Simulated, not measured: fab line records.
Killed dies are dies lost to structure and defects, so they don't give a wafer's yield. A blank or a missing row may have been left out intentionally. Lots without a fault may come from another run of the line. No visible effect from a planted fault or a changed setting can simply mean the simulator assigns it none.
Struck lot and sound lot, side by side :: flow gf180mcu :: 15 steps out of a route of 602
Sound: wafers L342.1, L342.3, L342.6. Struck: wafers L336.2, L336.4, L336.5. At the end, the cause is stated.
Each step with rows lists, per side, the tool, then ch with its chambers, then its first start. Under that, the readings that differ: sound wafers :: struck wafers :: difference of the means :: sigmas: that difference in standard deviations of wafers without a fault.
alike: readings whose means differ by less than 2 such deviations, and words and numbers that are the same on both sides. not compared: withheld readings, readings that some wafer has no value for, bounds like >300 that may hide the same value, and numbers for which the record gives no deviation and whose values overlap.
The two part at a step that has a row with sigmas, a row that says differs or no value, or rows on one side only. Numbers that don't overlap but have no deviation are shown without sigmas and don't part them. Lack of a reading on every wafer of one side parts them only where that side has two or more wafers.

first, 4 steps without rows for these wafers: GF_V4_SOFTBAKE_10 (time 60 s); GF_V4_EXPOSE_11 (exposes mask Via4, target cd 260 nm); GF_V4_PEB_12 (peb time 90 s); GF_V4_DEVELOP_13 (develop time 60 s).
GF_V4_CD_MEAS_14: the cd target is 260 nm.
  struck on cd-sem-02, day 26 12:52; sound on cd-sem-01, day 28 07:07
reading: cd-nm (nm)
sound: 259.4 259.9 258.2
struck: 262.1 262.1 262.3
difference: +3.0
sigmas: +3
GF_V4_OVL_MEAS_15:
  struck on overlay-02, day 26 12:58; sound on overlay-01, day 28 07:14
  alike: V4_OVL
GF_V4_ETCH_16: etches BARC in N2/H2.
  sound on rie-diel-01 ch 1,2, day 28 07:16; struck on rie-diel-01 ch 0,1,2, day 26 12:59
  alike: drypump-motor-current-A, n2-flow-sccm, oes-product-au, throttle-valve-pct
GF_V4_ETCH_17: etches SiO2 in C4F8/O2/Ar, stops on TiN, target depth 630 nm.
  sound: rie-diel-01 ch 1,2; struck: rie-diel-01 ch 0,1,2
  alike: oes-product-au
GF_V4_STRIP_18: strips in O2/N2.
  sound on plasma-asher-02 ch 0, day 28 07:24; struck on plasma-asher-03 ch 0,1, day 26 13:07
  alike: drypump-motor-current-A, heater-power-w, n2-flow-sccm, oes-product-au
  not compared: rf-hours-counter-h
then, 2 steps without rows for these wafers: GF_V4_STRIP_19 (strips in post etch residue remover, time 1200 s); GF_V4_CLEAN_20 (cleans in DIW).
GF_V4_SPUTTER_21: material Ti, target thk 15 nm, time 80.02 s.
  struck on pvd-sputter-01, day 26 13:39; sound on pvd-sputter-02, day 28 08:00
  alike: throttle-valve-pct
GF_V4_SPUTTER_22: material TiN, target thk 10 nm, time 40 s.
  struck on pvd-sputter-01, day 26 13:43; sound on pvd-sputter-02, day 28 08:04
reading: model.TiN_of_V4_SPUTTER_22.thk-nm (nm)
sound: 10 10.19 10.14
struck: 19.44 19.4 19.37
difference: +9.29
sigmas: 
  alike: throttle-valve-pct
GF_V4_CVD_23: deposits W, target thk 350 nm, time 104.9 s.
  sound on cvd-w-02 ch 0,1, day 28 08:06; struck on cvd-w-02 ch 0,1, day 26 13:46
  alike: heater-power-w
-- the record jumps here: 4 days lie between the struck wafers' starts before and after (it left off in module V4 and takes up again in module PASSIVATION, whose first step shown is number 602 of the route) --
GF_PASSIVATION_PROBE_99:
  rows exist in the record for the struck wafers here (prober-01, day 30 22:07), but not for the sound ones

## WHERE THEY PART
Earliest at GF_V4_CD_MEAS_14; latest, in this record, at GF_PASSIVATION_PROBE_99.

WHY: whatever the simulator had introduced
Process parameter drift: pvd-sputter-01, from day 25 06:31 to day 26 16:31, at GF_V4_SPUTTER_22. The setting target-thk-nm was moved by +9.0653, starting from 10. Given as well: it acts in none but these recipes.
